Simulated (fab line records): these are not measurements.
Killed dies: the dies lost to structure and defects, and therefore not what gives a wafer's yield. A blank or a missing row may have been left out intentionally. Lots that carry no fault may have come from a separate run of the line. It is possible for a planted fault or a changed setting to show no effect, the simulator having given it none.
fab line records	flow sky130
record: lots: 5	wafers: 23
route steps=708 shown FIELD_ISO@2 NWELL@65 VT_ADJUST_HVTP@91 VT_ADJUST_LVTN@99 VT_ADJUST_NCORE@123 SONOS_TUNNEL@163 SONOS_ONO@170
start_h: hours from the record's opening day to when the first of the lot's shown wafers began	wait_h: hours elapsed since this lot's preceding step	" same as the row above	L1.1+2: a row that stands for several wafers	- either no value or no given start	* or withheld: withheld	< > ~ a bound
route shown NAME@n: a module of which the file shows steps, and the number in the route of the first	usual: mean/standard deviation taken from wafers without a fault	same: alike in all rows	chamber/n: place in a boat	sites: per-site readings	_std_site: how widely they spread, as a standard deviation	_edge_site: outer sites' mean less inner sites'	radius_mm: how far each site lies from the wafer's centre	mask NAME#n: copy n	behind: tool/chamber where the wafer was last shaped	hold: the reason the lot was held/the length of the hold in hours/how it ended	device: the n, p or np transistor that did not switch	end of line: the same wafers' tests at the end of the route	a step with no rows: only its recipe	killed: count of dies lost to structure and defects at first sort (not the wafer's yield)	map: a wafer's dies, x killed, . not, _ none there
set.NAME: the setting as run; set.NAME@STEP: as run at that earlier step	model.NAME: the simulator's own value behind a step, which no gauge read
lots with deliberately changed settings; one table per step, one row per wafer
== steps ==
step: SKY_FIELD_ISO_OXIDATION_01
recipe: temp_c: 900	ambient: O2	stabilise_s: 600	purge_s: 300	target_thk_a: 120	ox_time_s: 1843
lot.wafer	tool	chamber	start_h	wait_h	set.ox_time_s	model.SiO2_of_FIELD_ISO_OXIDATION_01.thk_nm
L077.2	-	-	-	1.2	1843	12.06
L077.3	"	-	"	"	1843	11.75
L077.4	"	-	"	"	1843	11.97
L077.5	"	-	"	"	1843	11.84
L077.6	"	-	"	"	1843	12.04
L078.1	-	-	-	0.1	2084	13.21
L078.2	"	-	"	"	2084	13.06
L078.3	"	-	"	"	2084	12.95
L078.4	"	-	"	"	2084	13.07
L078.5	"	-	"	"	2084	13.02
L080.1	-	-	-	0.3	2031	12.95
L080.2	"	-	"	"	2031	12.9
L080.4	"	-	"	"	2031	12.78
L080.5	"	-	"	"	2031	12.7
L080.6	"	-	"	"	2031	13
L081.1	-	-	-	1.1	2052	12.93
L081.2	"	-	"	"	2052	13.04
L081.3	"	-	"	"	2052	12.96
L081.5	"	-	"	"	2052	13.14
L081.6	"	-	"	"	2052	12.9
L082.1	furnace-02	0	50.58	0.6	1843	12.1
L082.4	"	0	"	"	1843	12.08
L082.5	"	0	"	"	1843	11.83
step: SKY_FIELD_ISO_THK_MEAS_02
recipe: reads: SiO2_of_FIELD_ISO_OXIDATION_01
usual: FIELD_ISO_OXIDATION_00_THK: 11.93/0.15
lot.wafer	tool	chamber	start_h	wait_h	set.ox_time_s@FIELD_ISO_OXIDATION_01	FIELD_ISO_OXIDATION_00_THK[nm]
L077.2	film_metro-01	-	-	-	1843	12.03
L077.3	"	-	"	"	1843	11.71
L077.4	"	-	"	"	1843	11.96
L077.5	"	-	"	"	1843	11.83
L077.6	"	-	"	"	1843	12.04
L078.1	film_metro-01	-	-	-	2084	13.19
L078.2	"	-	"	"	2084	13.01
L078.3	"	-	"	"	2084	12.94
L078.4	"	-	"	"	2084	13.08
L078.5	"	-	"	"	2084	13.01
L080.1	film_metro-03	-	-	-	2031	12.93
L080.2	"	-	"	"	2031	12.89
L080.4	"	-	"	"	2031	12.80
L080.5	"	-	"	"	2031	12.73
L080.6	"	-	"	"	2031	12.95
L081.1	film_metro-03	-	-	-	2052	12.91
L081.2	"	-	"	"	2052	13.03
L081.3	"	-	"	"	2052	12.98
L081.5	"	-	"	"	2052	13.11
L081.6	"	-	"	"	2052	12.92
L082.1	film_metro-03	-	52.09	0.0	1843	12.11
L082.4	"	-	"	"	1843	12.13
L082.5	"	-	"	"	1843	11.83
step: SKY_FIELD_ISO_CVD_03
recipe: material: Si3N4	precursor: DCS/NH3	target_thk_nm: 165	temp_c: 770	time_s: 2830	pressure_mtorr: 250
lot.wafer	tool	chamber	start_h	wait_h	set.temp_c	model.Si3N4_of_FIELD_ISO_CVD_03.thk_nm
L077.2	-	-	-	0.2	785.9	219.8
L077.3	"	-	"	"	785.9	221.6
L077.4	"	-	"	"	785.9	220.4
L077.5	"	-	"	"	785.9	222.9
L077.6	"	-	"	"	785.9	220.9
L078.1+3	-	-	-	1.2	770	162.7
L078.2	"	-	"	"	770	163.2
L078.4	"	-	"	"	770	163.1
L078.5	"	-	"	"	770	162.8
L080.1	-	-	-	1.3	776.5	185.3
L080.2	"	-	"	"	776.5	186.6
L080.4	"	-	"	"	776.5	185.6
L080.5	"	-	"	"	776.5	185.2
L080.6	"	-	"	"	776.5	185.8
L081.1	-	-	-	0.1	770	163.7
L081.2	"	-	"	"	770	163.2
L081.3	"	-	"	"	770	163.5
L081.5	"	-	"	"	770	163.8
L081.6	"	-	"	"	770	162.9
L082.1	lpcvd-02	0	52.15	0.1	770	164.9
L082.4	"	0	"	"	770	165
L082.5	"	0	"	"	770	165.2
step: SKY_FIELD_ISO_THK_MEAS_04
recipe: reads: Si3N4_of_FIELD_ISO_CVD_03
usual: FIELD_ISO_CVD_03_THK: 164.0/1.3
lot.wafer	tool	chamber	start_h	wait_h	set.temp_c@FIELD_ISO_CVD_03	FIELD_ISO_CVD_03_THK[nm]
L077.2	film_metro-01	-	-	-	785.9	219.9
L077.3	"	-	"	"	785.9	221.7
L077.4	"	-	"	"	785.9	220.4
L077.5	"	-	"	"	785.9	223.1
L077.6	"	-	"	"	785.9	221.0
L078.1	film_metro-01	-	-	-	770	162.6
L078.2	"	-	"	"	770	163.1
L078.3	"	-	"	"	770	162.8
L078.4	"	-	"	"	770	163.0
L078.5	"	-	"	"	770	162.9
L080.1	film_metro-01	-	-	-	776.5	185.2
L080.2	"	-	"	"	776.5	186.7
L080.4	"	-	"	"	776.5	185.6
L080.5	"	-	"	"	776.5	185.2
L080.6	"	-	"	"	776.5	185.7
L081.1	film_metro-03	-	-	-	770	163.8
L081.2	"	-	"	"	770	163.1
L081.3	"	-	"	"	770	163.5
L081.5	"	-	"	"	770	163.9
L081.6	"	-	"	"	770	162.8
L082.1	film_metro-03	-	54.83	0.0	770	164.9
L082.4	"	-	"	"	770	164.9
L082.5	"	-	"	"	770	165.2
step: SKY_FIELD_ISO_DEVELOP_12
recipe: develop_time_s: 60	resist: KrF-thick	dev_temp_c: 21
lot.wafer	tool	chamber	start_h	wait_h	set.dev_temp_c
L077.2+3+6	litho_track-01	0	-	-	17.86
L077.4+5	"	0	"	"	21
L078.1+4+5	litho_track-03	0	-	-	21
L078.2+3	"	0	"	"	23.61
L080.1+2+4	litho_track-03	0	-	-	19.89
L080.5+6	"	0	"	"	21
L081.1+3+5	litho_track-04	0	-	-	24.72
L081.2+6	"	0	"	"	21
L082.1+4+5	litho_track-01	0	-	-	21
step: SKY_FIELD_ISO_ETCH_14
recipe: chemistry: N2/H2	target: BARC	ion_energy_ev: 200	source_w: 500	bias_w: 100	pressure_mtorr: 30	n2_flow_sccm: 100	h2_flow_sccm: 200	stop_on: SiO2	time_s: 45.9	target_depth_a: 600
step: SKY_FIELD_ISO_CMP_27
recipe: stop_on: Si3N4	t_overpolish_s: 16	down_force_psi: 4	platen_rpm: 60	target_thk_nm: 457.8	pad_velocity_m_s: 0.94248
step: SKY_FIELD_ISO_WET_ETCH_28
recipe: chemistry: dHF	target_depth_nm: 23.7	target: SiO2	dilution: 10:1	temp_c: 25	time_s: 47
step: SKY_FIELD_ISO_WET_ETCH_29
recipe: chemistry: H3PO4	target_depth_nm: 160	target: Si3N4	temp_c: 160	time_s: 1825
lot.wafer	tool	chamber	start_h	wait_h	set.ox_time_s@FIELD_ISO_OXIDATION_01	model.SiO2_of_FIELD_ISO_OXIDATION_01.thk_nm
L077.2	wet_bench-04	1	50.93	0.0	1843	11.73
L077.3	"	1	"	"	1843	11.42
L077.4	"	1	"	"	1843	11.64
L077.5	"	1	"	"	1843	11.52
L077.6	"	1	"	"	1843	11.71
L078.1	wet_bench-01	2	56.84	0.0	2084	12.9
L078.2	"	2	"	"	2084	12.75
L078.3	"	2	"	"	2084	12.64
L078.4	"	2	"	"	2084	12.76
L078.5	"	2	"	"	2084	12.72
L080.1	wet_bench-01	1	67.34	0.0	2031	12.62
L080.2	"	1	"	"	2031	12.58
L080.4	"	1	"	"	2031	12.46
L080.5	"	1	"	"	2031	12.38
L080.6	"	1	"	"	2031	12.68
L081.1	wet_bench-04	1	75.45	0.0	2052	12.6
L081.2	"	1	"	"	2052	12.72
L081.3	"	1	"	"	2052	12.64
L081.5	"	1	"	"	2052	12.81
L081.6	"	1	"	"	2052	12.58
L082.1	wet_bench-01	0	79.84	0.0	1843	11.79
L082.4	"	0	"	"	1843	11.77
L082.5	"	0	"	"	1843	11.52
step: SKY_NWELL_IMPLANT_12
recipe: species: P	energy_kev: 120	dose_cm2: 1.3e+12	tilt_deg: withheld
lot.wafer	tool	chamber	start_h	wait_h	set.energy_kev	model.implant.rp_nm
L077.2+3+6	implanter-04	0	105.43	0.1	115.3	142.5
L077.4+5	"	0	"	"	120	148.6
L078.1+2+3+4+5	implanter-02	0	112.39	0.1	120	146.4
L080.1+2+6	implanter-02	0	126.24	0.1	125.3	150.2
L080.4+5	"	0	"	"	120	143.6
L081.1+3+6	implanter-04	0	134.41	0.1	122	149.5
L081.2+5	"	0	"	"	120	147
L082.1+4+5	implanter-02	0	138.26	0.1	120	152.3
step: SKY_NWELL_IMPLANT_24
recipe: species: B	energy_kev: 140	dose_cm2: 9.2e+12	tilt_deg: withheld
lot.wafer	tool	chamber	start_h	wait_h	set.dose_cm2
L077.2+3	implanter-03	0	124.78	0.0	9.2e+12
L077.4+5+6	"	0	"	"	9.828e+12
L078.1+2+4	implanter-02	0	131.96	0.0	8.682e+12
L078.3+5	"	0	"	"	9.2e+12
L080.1+2+4+5+6	implanter-04	0	145.66	0.0	9.2e+12
L081.1+2+6	implanter-03	0	153.66	0.0	9.503e+12
L081.3+5	"	0	"	"	9.2e+12
L082.1+4+5	implanter-04	0	158.41	0.0	9.2e+12
step: SKY_NWELL_STRIP_25
recipe: chemistry: O2/N2	power_w: 1400	pressure_mtorr: 1500	platen_temp_c: withheld	o2_flow_sccm: 3000	n2_flow_sccm: 300	overash_fraction: 0.5
step: SKY_NWELL_TW_MEAS_26
usual: NWELL_2_TW: 493/3.8
lot.wafer	tool	chamber	start_h	wait_h	set.dose_cm2@NWELL_IMPLANT_24	NWELL_2_TW
L077.2	film_metro-02	-	125.02	0.1	9.2e+12	495
L077.3	"	-	"	"	9.2e+12	496
L077.4	"	-	"	"	9.828e+12	504
L077.5	"	-	"	"	9.828e+12	505
L077.6	"	-	"	"	9.828e+12	506
L078.1	film_metro-01	-	132.21	0.1	8.682e+12	484
L078.2	"	-	"	"	8.682e+12	482
L078.3	"	-	"	"	9.2e+12	491
L078.4	"	-	"	"	8.682e+12	483
L078.5	"	-	"	"	9.2e+12	493
L080.1	film_metro-02	-	145.91	0.1	9.2e+12	498
L080.2	"	-	"	"	9.2e+12	494
L080.4	"	-	"	"	9.2e+12	498
L080.5	"	-	"	"	9.2e+12	492
L080.6	"	-	"	"	9.2e+12	493
L081.1	film_metro-01	-	153.91	0.1	9.503e+12	500
L081.2	"	-	"	"	9.503e+12	498
L081.3	"	-	"	"	9.2e+12	497
L081.5	"	-	"	"	9.2e+12	495
L081.6	"	-	"	"	9.503e+12	500
L082.1	film_metro-01	-	158.66	0.1	9.2e+12	496
L082.4	"	-	"	"	9.2e+12	496
L082.5	"	-	"	"	9.2e+12	494
step: SKY_VT_ADJUST_HVTP_DEVELOP_06
recipe: resist: NOVOLAK	developer: TMAH	develop_time_s: 60	dev_temp_c: 23
lot.wafer	tool	chamber	start_h	wait_h	set.dev_temp_c
L077.2+5+6	litho_track-04	0	143.81	0.1	23
L077.3+4	"	0	"	"	20.28
L078.1+2+5	litho_track-01	0	151.47	0.1	24.24
L078.3+4	"	0	"	"	23
L080.1+2+4+5+6	litho_track-03	0	165.32	0.1	23
L081.1+2+3	litho_track-01	0	173.52	0.1	26.06
L081.5+6	"	0	"	"	23
L082.1+4+5	litho_track-04	0	178.89	0.1	23
step: SKY_VT_ADJUST_HVTP_CD_MEAS_07
recipe: target_cd_nm: 380
usual: cd_nm: 380.0/2.2
lot.wafer	tool	chamber	start_h	wait_h	set.dev_temp_c@VT_ADJUST_HVTP_DEVELOP_06	cd_nm
L077.2	cd_sem-02	-	143.96	0.1	23	383.2
L077.3	"	-	"	"	20.28	387.7
L077.4	"	-	"	"	20.28	388.9
L077.5	"	-	"	"	23	380.8
L077.6	"	-	"	"	23	379.8
L078.1	cd_sem-02	-	151.62	0.1	24.24	377.8
L078.2	"	-	"	"	24.24	379.3
L078.3	"	-	"	"	23	382.2
L078.4	"	-	"	"	23	383.0
L078.5	"	-	"	"	24.24	379.3
L080.1	cd_sem-01	-	165.47	0.1	23	380.0
L080.2	"	-	"	"	23	378.8
L080.4	"	-	"	"	23	378.9
L080.5	"	-	"	"	23	378.3
L080.6	"	-	"	"	23	378.3
L081.1	cd_sem-01	-	173.67	0.1	26.06	365.0
L081.2	"	-	"	"	26.06	365.6
L081.3	"	-	"	"	26.06	365.6
L081.5	"	-	"	"	23	374.8
L081.6	"	-	"	"	23	375.6
L082.1	cd_sem-02	-	179.04	0.1	23	383.3
L082.4	"	-	"	"	23	382.6
L082.5	"	-	"	"	23	380.8
step: SKY_VT_ADJUST_LVTN_COAT_02
recipe: spin_rpm: 2000	resist_thk_nm: 3000
lot.wafer	tool	chamber	start_h	wait_h	set.resist_thk_nm	model.coat_of_VT_ADJUST_LVTN_COAT_02.thk_nm
L077.2	litho_track-04	0	154.31	0.1	2851	2829
L077.3	"	0	"	"	3000	2985
L077.4	"	0	"	"	3000	2993
L077.5	"	0	"	"	3000	2992
L077.6	"	0	"	"	2851	2840
L078.1	litho_track-04	0	160.99	0.1	3073	3078
L078.2	"	0	"	"	3000	3006
L078.3	"	0	"	"	3000	3004
L078.4	"	0	"	"	3073	3077
L078.5	"	0	"	"	3073	3067
L080.1	litho_track-01	0	176.22	0.1	3000	2990
L080.2	"	0	"	"	2878	2867
L080.4	"	0	"	"	2878	2877
L080.5	"	0	"	"	3000	2999
L080.6	"	0	"	"	3000	2993
L081.1	litho_track-02	0	183.35	0.1	3000	3001
L081.2	"	0	"	"	3000	3007
L081.3	"	0	"	"	3000	2999
L081.5	"	0	"	"	3000	3005
L081.6	"	0	"	"	3000	3000
L082.1	litho_track-04	0	188.99	0.1	3000	3024
L082.4	"	0	"	"	3000	3015
L082.5	"	0	"	"	3000	3010
step: SKY_VT_ADJUST_LVTN_DEVELOP_06
recipe: wall_angle_deg: 90	developer: TMAH	develop_time_s: 60	dev_temp_c: 23
lot.wafer	tool	chamber	start_h	wait_h	set.develop_time_s
L077.2+3+4+5+6	litho_track-04	0	-	-	60
L078.1+4	litho_track-01	0	-	-	60
L078.2+3+5	"	0	"	"	66.97
L080.1+6	litho_track-01	0	-	-	51.66
L080.2+4+5	"	0	"	"	60
L081.1+3	litho_track-04	0	-	-	62.42
L081.2+5+6	"	0	"	"	60
L082.1+4+5	litho_track-04	0	-	-	60
step: SKY_VT_ADJUST_LVTN_IMPLANT_08
recipe: species: B	energy_kev: 30	dose_cm2: 1.553e+12	tilt_deg: withheld
step: SKY_VT_ADJUST_LVTN_STRIP_09
recipe: chemistry: O2/N2	power_w: 1400	pressure_mtorr: 1500	platen_temp_c: withheld	o2_flow_sccm: 3000	n2_flow_sccm: 300	overash_fraction: 0.5
usual: strip_time_to_endpoint_s: 36.96/0.11
lot.wafer	tool	chamber	start_h	wait_h	set.resist_thk_nm@VT_ADJUST_LVTN_COAT_02	strip_time_to_endpoint_s
L077.2	plasma_asher-02	1	163.77	0.1	2851	34.98
L077.3	"	1	"	"	3000	36.75
L077.4	"	0	"	"	3000	36.84
L077.5	"	1	"	"	3000	36.82
L077.6	"	0	"	"	2851	35.09
L078.1	plasma_asher-03	1	171.31	0.1	3073	37.80
L078.2	"	0	"	"	3000	36.98
L078.3	"	1	"	"	3000	36.96
L078.4	"	0	"	"	3073	37.78
L078.5	"	0	"	"	3073	37.67
L080.1	plasma_asher-02	0	186.41	0.1	3000	36.81
L080.2	"	1	"	"	2878	35.37
L080.4	"	0	"	"	2878	35.50
L080.5	"	1	"	"	3000	36.89
L080.6	"	0	"	"	3000	36.83
L081.1	plasma_asher-02	0	194.22	0.1	3000	36.93
L081.2	"	1	"	"	3000	37.00
L081.3	"	1	"	"	3000	36.89
L081.5	"	0	"	"	3000	36.96
L081.6	"	1	"	"	3000	36.92
L082.1	plasma_asher-02	1	200.07	0.1	3000	37.20
L082.4	"	1	"	"	3000	37.10
L082.5	"	0	"	"	3000	37.02
step: SKY_VT_ADJUST_NCORE_EXPOSE_04
recipe: mask_id: LVTN_COMPLEMENT_THIN	na: 0.6	source_shape: conventional	sigma_outer: 0.6	polarization: unpolarized	target_cd_nm: 380	dose_mj: 139
lot.wafer	tool	chamber	start_h	wait_h	mask	set.dose_mj
L077.2+4	iline_stepper-02	0	-	-	LVTN_COMPLEMENT_THIN#0	139
L077.3+5+6	"	0	"	"	LVTN_COMPLEMENT_THIN#0	143
L078.1+2+3	iline_stepper-02	0	-	-	LVTN_COMPLEMENT_THIN#0	142.6
L078.4+5	"	0	"	"	LVTN_COMPLEMENT_THIN#0	139
L080.1+4+6	iline_stepper-01	0	-	-	LVTN_COMPLEMENT_THIN#0	144.8
L080.2+5	"	0	"	"	LVTN_COMPLEMENT_THIN#0	139
L081.1+2+5	iline_stepper-02	0	-	-	LVTN_COMPLEMENT_THIN#0	139
L081.3+6	"	0	"	"	LVTN_COMPLEMENT_THIN#0	130.1
L082.1+4+5	iline_stepper-01	0	-	-	LVTN_COMPLEMENT_THIN#0	139
step: SKY_VT_ADJUST_NCORE_PEB_05
recipe: temp_c: withheld	time_s: *	resist: NOVOLAK
step: SKY_VT_ADJUST_NCORE_DEVELOP_06
recipe: resist: NOVOLAK	developer: TMAH	develop_time_s: 57.71	dev_temp_c: 23
lot.wafer	tool	chamber	start_h	wait_h	set.dose_mj@VT_ADJUST_NCORE_EXPOSE_04	model.VT_ADJUST_NCORE.cd_nm
L077.2	litho_track-04	0	205.01	0.1	139	384.9
L077.3	"	0	"	"	143	392.3
L077.4	"	0	"	"	139	384.1
L077.5	"	0	"	"	143	394.6
L077.6	"	0	"	"	143	390.1
L078.1	litho_track-04	0	212.54	0.1	142.6	387.1
L078.2	"	0	"	"	142.6	389.5
L078.3	"	0	"	"	142.6	389.3
L078.4	"	0	"	"	139	378.5
L078.5	"	0	"	"	139	381
L080.1	litho_track-04	0	228.99	0.1	144.8	388
L080.2	"	0	"	"	139	376.4
L080.4	"	0	"	"	144.8	389.6
L080.5	"	0	"	"	139	378.6
L080.6	"	0	"	"	144.8	390.5
L081.1	litho_track-02	0	236.90	0.1	139	378.4
L081.2	"	0	"	"	139	381.8
L081.3	"	0	"	"	130.1	360.9
L081.5	"	0	"	"	139	379.7
L081.6	"	0	"	"	130.1	361.5
L082.1	litho_track-03	0	243.52	0.1	139	377.3
L082.4	"	0	"	"	139	377.4
L082.5	"	0	"	"	139	378.2
step: SKY_VT_ADJUST_NCORE_CD_MEAS_07
recipe: target_cd_nm: 380
usual: cd_nm: 378.9/2.6
lot.wafer	tool	chamber	start_h	wait_h	set.dose_mj@VT_ADJUST_NCORE_EXPOSE_04	cd_nm
L077.2	cd_sem-02	-	205.16	0.1	139	384.6
L077.3	"	-	"	"	143	392.5
L077.4	"	-	"	"	139	383.9
L077.5	"	-	"	"	143	394.4
L077.6	"	-	"	"	143	389.6
L078.1	cd_sem-02	-	212.69	0.1	142.6	387.1
L078.2	"	-	"	"	142.6	389.5
L078.3	"	-	"	"	142.6	389.2
L078.4	"	-	"	"	139	378.8
L078.5	"	-	"	"	139	380.9
L080.1	cd_sem-01	-	229.14	0.1	144.8	388.2
L080.2	"	-	"	"	139	376.6
L080.4	"	-	"	"	144.8	389.7
L080.5	"	-	"	"	139	378.5
L080.6	"	-	"	"	144.8	390.3
L081.1	cd_sem-01	-	237.05	0.1	139	378.3
L081.2	"	-	"	"	139	381.6
L081.3	"	-	"	"	130.1	361.0
L081.5	"	-	"	"	139	379.7
L081.6	"	-	"	"	130.1	361.5
L082.1	cd_sem-01	-	243.67	0.1	139	377.4
L082.4	"	-	"	"	139	377.5
L082.5	"	-	"	"	139	377.7
step: SKY_SONOS_TUNNEL_IMPLANT_09
recipe: species: B	energy_kev: 20	dose_cm2: 1e+12	tilt_deg: withheld
lot.wafer	tool	chamber	start_h	wait_h	set.energy_kev	model.implant.rp_nm	model.implant.drp_nm
L077.2+3+6	implanter-03	0	273.27	0.0	20.31	68.45	28.66
L077.4+5	"	0	"	"	20	67.42	28.34
L078.1+2	implanter-01	0	281.13	0.0	20	63.91	28.34
L078.3+4+5	"	0	"	"	21.12	67.44	29.61
L080.1+5+6	implanter-04	0	299.78	0.0	20	66.04	28.34
L080.2+4	"	0	"	"	20.38	67.28	28.73
L081.1+3	implanter-03	0	308.51	0.0	20	64.4	28.34
L081.2+5+6	"	0	"	"	20.91	67.29	29.35
L082.1+4+5	implanter-01	0	318.76	0.0	20	66.23	28.34
step: SKY_SONOS_ONO_CVD_02
recipe: material: Si3N4	precursor: DCS/NH3	target_thk_nm: 10.5	temp_c: 770	time_s: 180	pressure_mtorr: 250
lot.wafer	tool	chamber	start_h	wait_h	set.pressure_mtorr	model.Si3N4_of_SONOS_ONO_CVD_02.thk_nm
L077.2	-	-	-	0.0	226.2	10.28
L077.3	"	-	"	"	226.2	10.27
L077.4	"	-	"	"	226.2	10.17
L077.5	"	-	"	"	226.2	10.33
L077.6	"	-	"	"	226.2	10.34
L078.1	-	-	-	2.2	250	10.45
L078.2	"	-	"	"	250	10.55
L078.3	"	-	"	"	250	10.43
L078.4	"	-	"	"	250	10.4
L078.5	"	-	"	"	250	10.44
L080.1	-	-	-	2.4	240	10.34
L080.2+5	"	-	"	"	240	10.43
L080.4	"	-	"	"	240	10.46
L080.6	"	-	"	"	240	10.29
L081.1	-	-	-	0.1	283.3	10.92
L081.2	"	-	"	"	283.3	10.89
L081.3	"	-	"	"	283.3	10.86
L081.5	"	-	"	"	283.3	10.83
L081.6	"	-	"	"	283.3	10.98
L082.1+5	lpcvd-02	1	320.96	0.1	250	10.51
L082.4	"	1	"	"	250	10.64
step: SKY_SONOS_ONO_CVD_04
recipe: material: SiO2	precursor: SiH4/N2O	target_thk_nm: 5.7199	temp_c: 900	pressure_mtorr: 400
lot.wafer	tool	chamber	start_h	wait_h	set.time_s	model.SiO2_of_SONOS_ONO_CVD_04.thk_nm
L077.2	-	-	-	0.0	852.6	5.368
L077.3	"	-	"	"	852.6	5.517
L077.4	"	-	"	"	852.6	5.436
L077.5	"	-	"	"	852.6	5.503
L077.6	"	-	"	"	852.6	5.468
L078.1+5	-	-	-	0.1	785.6	4.749
L078.2	"	-	"	"	785.6	4.779
L078.3	"	-	"	"	785.6	4.697
L078.4	"	-	"	"	785.6	4.817
L080.1	-	-	-	0.1	786.6	4.868
L080.2+4	"	-	"	"	786.6	5.011
L080.5+6	"	-	"	"	786.6	5.015
L081.1	-	-	-	0.1	842.3	5.224
L081.2	"	-	"	"	842.3	5.341
L081.3	"	-	"	"	842.3	5.196
L081.5	"	-	"	"	842.3	5.312
L081.6	"	-	"	"	842.3	5.245
L082.1	lpcvd-03	0	322.07	0.1	900	5.676
L082.4	"	0	"	"	900	5.611
L082.5	"	0	"	"	900	5.565
== key ==
split: step: SKY_FIELD_ISO_OXIDATION_01	setting: ox_time_s	stated: 1843	by: lot
response: step: SKY_FIELD_ISO_OXIDATION_01	reading: model.SiO2_of_FIELD_ISO_OXIDATION_01.thk_nm	change: +0.0872	per: 1%	r: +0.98
response: step: SKY_FIELD_ISO_THK_MEAS_02	reading: FIELD_ISO_OXIDATION_00_THK	change: +0.0868	per: 1%	r: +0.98
response: step: SKY_FIELD_ISO_WET_ETCH_29	reading: model.SiO2_of_FIELD_ISO_OXIDATION_01.thk_nm	change: +0.0877	per: 1%	r: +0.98
split: step: SKY_FIELD_ISO_CVD_03	setting: temp_c	stated: 770	by: lot
response: step: SKY_FIELD_ISO_CVD_03	reading: model.Si3N4_of_FIELD_ISO_CVD_03.thk_nm	change: +27.8	per: 1%	r: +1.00
response: step: SKY_FIELD_ISO_THK_MEAS_04	reading: FIELD_ISO_CVD_03_THK	change: +27.8	per: 1%	r: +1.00
split: step: SKY_FIELD_ISO_DEVELOP_12	setting: dev_temp_c	stated: 21	by: wafer
response none clear
split: step: SKY_NWELL_IMPLANT_12	setting: energy_kev	stated: 120	by: wafer
response: step: SKY_NWELL_IMPLANT_12	reading: model.implant.rp_nm	change: +1.52	per: 1%	r: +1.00
split: step: SKY_NWELL_IMPLANT_24	setting: dose_cm2	stated: 9.2e+12	by: wafer
response: step: SKY_NWELL_TW_MEAS_26	reading: NWELL_2_TW	change: +1.4	per: 1%	r: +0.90
split: step: SKY_VT_ADJUST_HVTP_DEVELOP_06	setting: dev_temp_c	stated: 23	by: wafer
response: step: SKY_VT_ADJUST_HVTP_CD_MEAS_07	reading: cd_nm	change: -0.678	per: 1%	r: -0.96
split: step: SKY_VT_ADJUST_LVTN_COAT_02	setting: resist_thk_nm	stated: 3000	by: wafer
response: step: SKY_VT_ADJUST_LVTN_COAT_02	reading: model.coat_of_VT_ADJUST_LVTN_COAT_02.thk_nm	change: +30.4	per: 1%	r: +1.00
response: step: SKY_VT_ADJUST_LVTN_STRIP_09	reading: strip_time_to_endpoint_s	change: *	per: 1%	r: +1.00
split: step: SKY_VT_ADJUST_LVTN_DEVELOP_06	setting: develop_time_s	stated: 60	by: wafer
response none clear
split: step: SKY_VT_ADJUST_NCORE_EXPOSE_04	setting: dose_mj	stated: 139	by: wafer
response: step: SKY_VT_ADJUST_NCORE_DEVELOP_06	reading: model.VT_ADJUST_NCORE.cd_nm	change: +2.93	per: 1%	r: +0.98
response: step: SKY_VT_ADJUST_NCORE_CD_MEAS_07	reading: cd_nm	change: +2.91	per: 1%	r: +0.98
split: step: SKY_SONOS_TUNNEL_IMPLANT_09	setting: energy_kev	stated: 20	by: wafer
response: step: SKY_SONOS_TUNNEL_IMPLANT_09	reading: model.implant.rp_nm	change: +0.636	per: 1%	r: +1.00
response: step: SKY_SONOS_TUNNEL_IMPLANT_09	reading: model.implant.drp_nm	change: +0.224	per: 1%	r: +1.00
split: step: SKY_SONOS_ONO_CVD_02	setting: pressure_mtorr	stated: 250	by: lot
response: step: SKY_SONOS_ONO_CVD_02	reading: model.Si3N4_of_SONOS_ONO_CVD_02.thk_nm	change: +0.0276	per: 1%	r: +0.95
split: step: SKY_SONOS_ONO_CVD_04	setting: time_s	stated: 900	by: lot
response: step: SKY_SONOS_ONO_CVD_04	reading: model.SiO2_of_SONOS_ONO_CVD_04.thk_nm	change: +0.0641	per: 1%	r: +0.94
